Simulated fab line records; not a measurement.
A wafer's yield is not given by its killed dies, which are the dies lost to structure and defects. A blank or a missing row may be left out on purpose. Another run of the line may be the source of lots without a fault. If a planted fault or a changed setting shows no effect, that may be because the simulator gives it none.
Which tool was responsible? | flow sky130 | 24 lots with 72 wafers sampled at 4 steps, on a route of 708 steps

## WHAT EACH GAUGE READ, for each wafer
SKY_LOCAL_INTERCONNECT_CD_MEAS_11 targets a cd of 170 nm.
lot  | measured     | on        | cd nm (nm)
L074 | day 30 02:19 | cd sem-01 | 170.8 169.7 169.7
L075 | day 30 17:30 | cd sem-01 | 170.7 171.7 171.5
L076 | day 30 21:35 | cd sem-02 | 167.6 169.7 168.6
L077 | day 31 13:13 | cd sem-02 | 170.6 171.6 170.6
L078 | day 31 18:39 | cd sem-02 | 170.3 170.0 170.4
L080 | day 32 09:07 | cd sem-02 | 171.7 173.0 170.7
L079 | day 32 19:13 | cd sem-02 | 168.8 170.5 169.2
L081 | day 33 00:40 | cd sem-02 | 170.2 169.1 169.7
L082 | day 33 05:44 | cd sem-02 | 166.8 168.0 168.3
L083 | day 33 15:24 | cd sem-01 | 169.3 168.4 169.6
L084 | day 33 20:51 | cd sem-01 | 171.6 170.8 171.4
L085 | day 34 01:01 | cd sem-02 | 169.3 169.5 168.1
L086 | day 34 10:57 | cd sem-02 | 173.3 171.6 171.1
L087 | day 34 16:40 | cd sem-01 | 168.4 170.4 168.6
L088 | day 35 03:29 | cd sem-01 | 169.9 170.0 171.6
L089 | day 35 09:58 | cd sem-01 | 169.2 170.0 169.3
L090 | day 35 15:52 | cd sem-01 | 171.0 171.6 170.7
L091 | day 36 00:32 | cd sem-01 | 170.9 170.7 171.5
L092 | day 36 09:59 | cd sem-01 | 169.9 170.7 170.0
L093 | day 36 14:32 | cd sem-02 | 172.6 171.9 171.7
L094 | day 37 03:50 | cd sem-02 | 168.9 169.6 168.8
L095 | day 37 07:25 | cd sem-02 | 171.6 172.2 171.0
L096 | day 37 09:11 | cd sem-02 | 173.5 173.2 173.2
L097 | day 37 14:25 | cd sem-02 | 170.3 170.5 169.0

SKY_METAL2_THK_MEAS_06: measures by xrf.
lot  | measured     | on            | METAL2_ALCU_THK (nm)
L074 | day 33 19:15 | film metro-04 | 259.4 257.1 252.8
L075 | day 34 08:46 | film metro-02 | 259.9 259.4 256.7
L076 | day 34 12:25 | film metro-02 | 255.8 256.5 258.0
L077 | day 35 03:01 | film metro-02 | 254.1 260.0 261.8
L078 | day 35 08:46 | film metro-02 | 253.6 249.2 253.1
L080 | day 35 23:26 | film metro-03 | 255.5 255.1 257.8
L079 | day 36 09:53 | film metro-03 | 262.3 258.3 260.8
L081 | day 36 14:47 | film metro-03 | 252.0 253.6 253.0
L082 | day 36 20:13 | film metro-04 | 252.2 251.0 253.4
L083 | day 37 04:27 | film metro-04 | 255.9 259.1 255.8
L084 | day 37 10:36 | film metro-03 | 251.7 253.2 254.9
L085 | day 37 15:31 | film metro-02 | 255.7 257.9 258.6
L086 | day 37 22:54 | film metro-02 | 257.6 254.2 257.2
L087 | day 38 04:14 | film metro-03 | 257.8 252.7 257.3
L088 | day 38 16:35 | film metro-04 | 253.0 256.4 256.6
L089 | day 38 23:56 | film metro-03 | 257.9 259.3 258.3
L090 | day 39 06:03 | film metro-02 | 257.8 255.8 257.2
L091 | day 39 13:25 | film metro-02 | 252.9 252.8 256.5
L092 | day 39 20:46 | film metro-04 | 258.0 257.4 256.4
L093 | day 40 01:16 | film metro-02 | 250.9 253.7 254.3
L094 | day 40 15:35 | film metro-03 | 256.1 257.3 256.7
L095 | day 40 17:35 | film metro-02 | 255.5 256.2 255.0
L096 | day 40 19:12 | film metro-03 | 250.8 256.0 256.0
L097 | day 41 00:11 | film metro-02 | 256.4 255.3 254.9

## WHAT TOOL EACH LOT RAN ON (gives the tool, then ch and the chambers of the sampled wafers, and finally the start)
lot  | SKY_CONTACT_CMP_04            | SKY_METAL1_STRIP_20
L074 | cmp-01 ch 0,2,3, day 30 03:27 | plasma asher-04 ch 0,1, day 32 13:03
L075 | cmp-01 ch 2,3, day 30 18:37   | plasma asher-04 ch 0,1, day 33 03:35
L076 | cmp-01 ch 1,2,3, day 30 22:52 | plasma asher-04 ch 0,1, day 33 07:06
L077 | cmp-01 ch 0,2,3, day 31 14:28 | plasma asher-04 ch 0,1, day 33 21:48
L078 | cmp-02 ch 0,1, day 31 19:44   | plasma asher-02 ch 1, day 34 03:21
L080 | cmp-01 ch 2,3, day 32 10:12   | plasma asher-02 ch 0,1, day 34 17:45
L079 | cmp-02 ch 1,2,3, day 32 20:21 | plasma asher-03 ch 0,1, day 35 04:03
L081 | cmp-01 ch 0,1,2, day 33 01:46 | plasma asher-04 ch 0,1, day 35 09:12
L082 | cmp-01 ch 0,3, day 33 06:51   | plasma asher-02 ch 0,1, day 35 14:24
L083 | cmp-02 ch 0,3, day 33 16:29   | plasma asher-04 ch 0,1, day 35 23:23
L084 | cmp-02 ch 0,1,3, day 33 21:56 | plasma asher-04 ch 0,1, day 36 05:35
L085 | cmp-01 ch 1,2,3, day 34 02:06 | plasma asher-03 ch 0,1, day 36 10:41
L086 | cmp-01 ch 2,3, day 34 12:08   | plasma asher-02 ch 0,1, day 36 18:26
L087 | cmp-02 ch 0,1,3, day 34 17:48 | plasma asher-03 ch 1, day 36 23:27
L088 | cmp-01 ch 0,1,2, day 35 04:35 | plasma asher-02 ch 0,1, day 37 11:00
L089 | cmp-01 ch 0,2,3, day 35 11:07 | plasma asher-03 ch 0,1, day 37 18:59
L090 | cmp-01 ch 1,2, day 35 17:00   | plasma asher-03 ch 0,1, day 37 22:33
L091 | cmp-02 ch 0,2, day 36 01:47   | plasma asher-02 ch 0,1, day 38 08:32
L092 | cmp-02 ch 1,2, day 36 11:24   | plasma asher-02 ch 1, day 38 17:21
L093 | cmp-02 ch 0,1,3, day 36 15:57 | plasma asher-02 ch 0, day 38 22:09
L094 | cmp-02 ch 0,3, day 37 04:54   | plasma asher-04 ch 0, day 39 11:15
L095 | cmp-01 ch 0,2,3, day 37 08:54 | plasma asher-03 ch 0,1, day 39 13:56
L096 | cmp-01 ch 0,1,3, day 37 10:28 | plasma asher-04 ch 0,1, day 39 15:54
L097 | cmp-02 ch 0,1,2, day 37 15:32 | plasma asher-04 ch 1, day 39 21:00
- SKY_CONTACT_CMP_04: polishes SiO2.
- SKY_METAL1_STRIP_20: strips in O2/N2.

## WHAT THE TOOLS THEMSELVES READ (means of the sampled wafers that have a number; where no wafer has one, the mark that the record gives instead)
SKY_CONTACT_CMP_04.
lot  | tool   | motor current A (A) | time to endpoint s (s)
L074 | cmp-01 | 11.6                | 81
L075 | cmp-01 | 12.7                | 80
L076 | cmp-01 | 12.3                | 83
L077 | cmp-01 | 11.8                | 86
L078 | cmp-02 | 11.2                | 82
L080 | cmp-01 | 12.6                | 83
L079 | cmp-02 | 11.0                | 86
L081 | cmp-01 | 11.9                | 80
L082 | cmp-01 | 11.6                | 78
L083 | cmp-02 | 11.2                | 85
L084 | cmp-02 | 11.5                | 79
L085 | cmp-01 | 12.4                | 80
L086 | cmp-01 | 12.7                | 75
L087 | cmp-02 | 11.4                | 82
L088 | cmp-01 | 11.6                | 81
L089 | cmp-01 | 11.6                | 84
L090 | cmp-01 | 12.6                | 83
L091 | cmp-02 | 10.9                | 88
L092 | cmp-02 | 10.8                | 84
L093 | cmp-02 | 11.1                | 88
L094 | cmp-02 | 11.3                | 86
L095 | cmp-01 | 11.5                | 79
L096 | cmp-01 | 12.6                | 83
L097 | cmp-02 | 10.8                | 84

SKY_METAL1_STRIP_20.
lot  | tool            | drypump motor current A (A) | oes product au (a.u.) | strip time to endpoint s (s)
L074 | plasma asher-04 | 5.4                         | 0.345                 | 2.69
L075 | plasma asher-04 | 5.9                         | 0.348                 | 2.76
L076 | plasma asher-04 | 5.9                         | 0.344                 | 2.70
L077 | plasma asher-04 | 5.4                         | 0.342                 | 2.79
L078 | plasma asher-02 | 6.5                         | 0.346                 | 2.73
L080 | plasma asher-02 | 6.0                         | 0.345                 | 2.75
L079 | plasma asher-03 | 6.0                         | 0.343                 | 2.76
L081 | plasma asher-04 | 5.9                         | 0.344                 | 2.77
L082 | plasma asher-02 | 6.0                         | 0.344                 | 2.78
L083 | plasma asher-04 | 5.9                         | 0.344                 | 2.72
L084 | plasma asher-04 | 5.4                         | 0.348                 | 2.73
L085 | plasma asher-03 | 6.0                         | 0.339                 | 2.71
L086 | plasma asher-02 | 6.2                         | 0.348                 | 2.76
L087 | plasma asher-03 | 6.0                         | 0.349                 | 2.78
L088 | plasma asher-02 | 6.0                         | 0.350                 | 2.77
L089 | plasma asher-03 | 6.0                         | 0.339                 | 2.65
L090 | plasma asher-03 | 6.0                         | 0.349                 | 2.76
L091 | plasma asher-02 | 6.0                         | 0.343                 | 2.65
L092 | plasma asher-02 | 6.5                         | 0.344                 | 2.71
L093 | plasma asher-02 | 5.8                         | 0.342                 | 2.76
L094 | plasma asher-04 | 6.3                         | 0.344                 | 2.77
L095 | plasma asher-03 | 6.0                         | 0.345                 | 2.72
L096 | plasma asher-04 | 5.4                         | 0.344                 | 2.73
L097 | plasma asher-04 | 4.9                         | 0.346                 | 2.74

## THE ANSWER, worked out from the rows above alone
Rule: usual is defined by the lots themselves. Put in order of their means at a reading, lots are off if they are a third of the lots or fewer, leave a main group of 4 or more, and stand apart from it by a gap of 3 or more times the standard deviation of the main group's means; of several such gaps the widest counts. If all means in a main group match to the digits the tables above print for the reading, that group is not used. A lot without any number at a reading at which 4 lots or more have one is off too. Where the step has rows for the other lots, those lots are counted as sound. Order of review: gauges by route order, followed by the tools' own readings, for which a lot's mean as printed above is used. The first step at which some lot is off is used, and at that step the reading that is off furthest; a lot without a number counts as furthest.
No lot is off at any reading shown: from this, nothing can be told.

## WHAT THE SIMULATOR PUT IN
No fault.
